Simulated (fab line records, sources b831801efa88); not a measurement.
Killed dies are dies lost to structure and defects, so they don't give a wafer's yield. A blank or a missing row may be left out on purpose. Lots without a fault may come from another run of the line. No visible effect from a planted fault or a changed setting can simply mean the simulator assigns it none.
A lot that was struck, set against a sound lot :: flow sky130 :: 26 out of 708 route steps
Sound: wafers L803.1, L803.3, L803.4. Wafers L815.1, L815.4, L815.5 were the ones struck. The cause comes at the end.
For every step that has rows: the tool of each side, followed by ch and its chambers, followed by its first start. Under that, the readings that differ: sound wafers :: struck wafers :: difference of the means :: sigmas: that difference in standard deviations of wafers without a fault.
alike: words and numbers the same on both sides, and readings whose means are apart by under 2 such deviations; not compared: readings that were withheld, readings missing a value for some wafer, numbers with overlapping values and no deviation given by the record, and bounds like >300 which may hide the same value.
A row with sigmas, a row that says differs or no value, or rows on one side alone: a step with any of these is where the two part. Non-overlapping numbers with no deviation appear without sigmas and do not part them. A reading that every wafer of one side lacks parts them only if that side has two wafers or more.

first, 3 steps without rows for these wafers: SKY_FIELD_ISO_WET_ETCH_30 (etches SiO2 in dHF, target depth 25 nm, time 50 s); SKY_NWELL_CLEAN_00 (cleans in SC1/SC2, time 150 s); SKY_NWELL_OXIDATION_01 (stabilise 600 s, purge 300 s, target thk 10 nm).
SKY_NWELL_THK_MEAS_02:
  struck on film_metro-02, day 6 08:02; sound on film_metro-01, day 3 16:01
  alike: NWELL_OXIDATION_THK
then, 8 steps without rows for these wafers: SKY_DNWELL_DEHYDRATE_00 (time 60 s); SKY_DNWELL_HMDS_01 (prime time 60 s); SKY_DNWELL_COAT_02 (resist thk 3000 nm); SKY_DNWELL_SOFTBAKE_03; SKY_DNWELL_EXPOSE_04 (exposes mask DNM, target cd 3000 nm); SKY_DNWELL_PEB_05; SKY_DNWELL_DEVELOP_06 (develop time 60 s); SKY_DNWELL_IMPLANT_07.
SKY_DNWELL_STRIP_08: strips in O2/N2.
  sound on plasma_asher-02 ch 0,1, day 4 09:47; struck on plasma_asher-03 ch 0, day 7 04:25
  no value came back on the struck wafers for chamber_pressure_mTorr (mTorr), drypump_motor_current_A (A), oes_product_au (a.u.), strip_time_to_endpoint_s (s); on the sound wafers chamber_pressure_mTorr (mTorr) reads 1499.9 1499.5 1500.5
reading: model.coat_of_DNWELL_COAT_02.thk_nm (nm)
sound: 0 0 0
struck: 3007 3002 2998
difference: +3002
sigmas: 
  not compared: rf_hours_counter_h
SKY_DNWELL_TW_MEAS_09:
  struck on film_metro-01, day 7 04:31; sound on film_metro-03, day 4 09:53
  alike: DNWELL_TW
then, 7 steps without rows for these wafers: SKY_PWDE_DEHYDRATE_00 (time 60 s); SKY_PWDE_HMDS_01 (prime time 60 s); SKY_PWDE_COAT_02 (resist thk 3000 nm); SKY_PWDE_SOFTBAKE_03; SKY_PWDE_EXPOSE_04 (exposes mask PWDEM, target cd 840 nm); SKY_PWDE_PEB_05; SKY_PWDE_DEVELOP_06 (develop time 60 s).
SKY_PWDE_OVL_MEAS_07:
  struck on overlay-02, day 8 02:05; sound on overlay-02, day 5 04:16
  alike: PWDE_OVL
next, for these wafers, 1 step has no rows: SKY_PWDE_IMPLANT_08.
SKY_PWDE_STRIP_09: strips in O2/N2.
  sound on plasma_asher-04 ch 0,1, day 5 04:26; struck on plasma_asher-04 ch 0,1, day 8 02:17
reading: oes_product_au (a.u.)
sound: 0.718 0.732 0.724
struck: 0.745 0.741 0.737
difference: +0.016
sigmas: +3

reading: strip_time_to_endpoint_s (s)
sound: 36.88 36.90 36.88
struck: 81.27 81.22 81.21
difference: +44.35
sigmas: +99 or more
  alike: chamber_pressure_mTorr, drypump_motor_current_A
  not compared: rf_hours_counter_h
SKY_PWDE_TW_MEAS_10:
  struck on film_metro-02, day 8 02:23; sound on film_metro-02, day 5 04:32
reading: PWDE_TW
sound: 377 380 378
struck: 30 30 30
difference: -348
sigmas: -74
then, 1 step without rows for these wafers: SKY_NWELL_DEHYDRATE_03 (time 60 s).

WHERE THEY PART
First at SKY_DNWELL_STRIP_08; last, within this record, at SKY_PWDE_TW_MEAS_10.

WHY: the cause the simulator had injected
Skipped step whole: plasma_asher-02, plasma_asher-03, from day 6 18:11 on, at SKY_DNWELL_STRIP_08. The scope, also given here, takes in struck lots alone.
